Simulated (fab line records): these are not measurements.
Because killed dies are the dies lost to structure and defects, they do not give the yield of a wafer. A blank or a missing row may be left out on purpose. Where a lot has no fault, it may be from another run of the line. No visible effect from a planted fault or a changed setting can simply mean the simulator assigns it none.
Chamber matching	flow sky130	cmp-02 running SKY_VIA3_CMP_24: 4 sister chambers
The step polishes, stops on SiO2, t overpolish 20 s, target thk 0 nm. 4 wafers are shown with their chamber, then 7 later ones without.

EACH WAFER AND ITS CHAMBER
wafer	chamber	motor_current_A (A)
L652.6	3	11.3
L653.2	0	11.0
L655.2	1	10.6
L655.3	2	9.2

WAFERS WITHOUT THEIR CHAMBER
wafer	motor_current_A (A)
L655.6	11.0
L657.1	9.5
L657.3	10.9
L657.5	10.5
L660.5	9.9
L660.6	10.7
L666.3	10.1

EACH ONE'S CHAMBER
wafer	from the rows above	in truth
L655.6	can't be placed: 0 or 3 or 1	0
L657.1	2	2
L657.3	can't be placed: 0 or 1 or 3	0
L657.5	can't be placed: 1 or 0 or 3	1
L660.5	can't be placed: 1 or 2 or 0 or 3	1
L660.6	can't be placed: 1 or 0 or 3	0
L666.3	can't be placed: 1 or 0 or 2 or 3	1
Placed correctly: 1 of 7. Unplaceable from these rows: 6, with the true chamber sitting among the candidates in 6. Wrongly placed: 0.
How it was worked out, from the rows above alone: a wafer's distance from a chamber is the root of the sum, over the readings, of the square of ((its reading less the chamber's mean) divided by the reading's scatter). The wafer belongs to the nearest chamber; if the next one is less than 2 further off, it can't be placed. Each chamber's mean is taken over the wafers shown for it. The scatter: root of mean squared gap, hidden wafer to nearest shown wafer, with one shown wafer a chamber.
